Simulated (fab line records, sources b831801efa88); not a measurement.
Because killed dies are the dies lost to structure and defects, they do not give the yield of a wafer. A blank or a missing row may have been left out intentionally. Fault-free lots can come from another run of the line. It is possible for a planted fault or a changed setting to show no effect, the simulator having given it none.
Which tool is to blame? / flow sky130 / 6 lots, 18 wafers sampled, at 1 step of a route of 708

## WHAT THE GAUGES SHOWED, per wafer
SKY_VIA1_THK_MEAS_23: measures by xrf.
lot=L961; measured=day 34 17:58; on=film metro-04; VIA1_W_THK (nm)=272 276 272
lot=L966; measured=day 36 13:19; on=film metro-01; VIA1_W_THK (nm)=273 273 271
lot=L973; measured=day 38 06:39; on=film metro-04; VIA1_W_THK (nm)=275 272 271
lot=L976; measured=day 39 01:49; on=film metro-02; VIA1_W_THK (nm)=267 266 268
lot=L979; measured=day 40 02:17; on=film metro-02; VIA1_W_THK (nm)=262 265 267
lot=L982; measured=day 40 16:34; on=film metro-04; VIA1_W_THK (nm)=284 280 281

## EACH LOT AND THE TOOL THAT RAN IT (in order: tool; ch and the chambers of the sampled wafers; start)
Record: no process step prior to these readings.

## THE ANSWER, worked out from the rows above alone
Rule: the lots themselves supply what counts as usual. The widest of any qualifying gaps counts: lots, ordered by their means at a reading, are off when they make up no more than a third of the lots, leave a main group of 4 or more, and stand apart from it by 3 or more times the standard deviation of that group's means. If all means in a main group match to the digits the tables above print for the reading, that group is not used. Also off: a lot with no number at a reading for which 4 or more lots have one. All remaining lots with rows at the step are treated as sound.
No lot is off at any reading shown: from this, nothing can be told.

## WHAT THE SIMULATOR HAD INSERTED
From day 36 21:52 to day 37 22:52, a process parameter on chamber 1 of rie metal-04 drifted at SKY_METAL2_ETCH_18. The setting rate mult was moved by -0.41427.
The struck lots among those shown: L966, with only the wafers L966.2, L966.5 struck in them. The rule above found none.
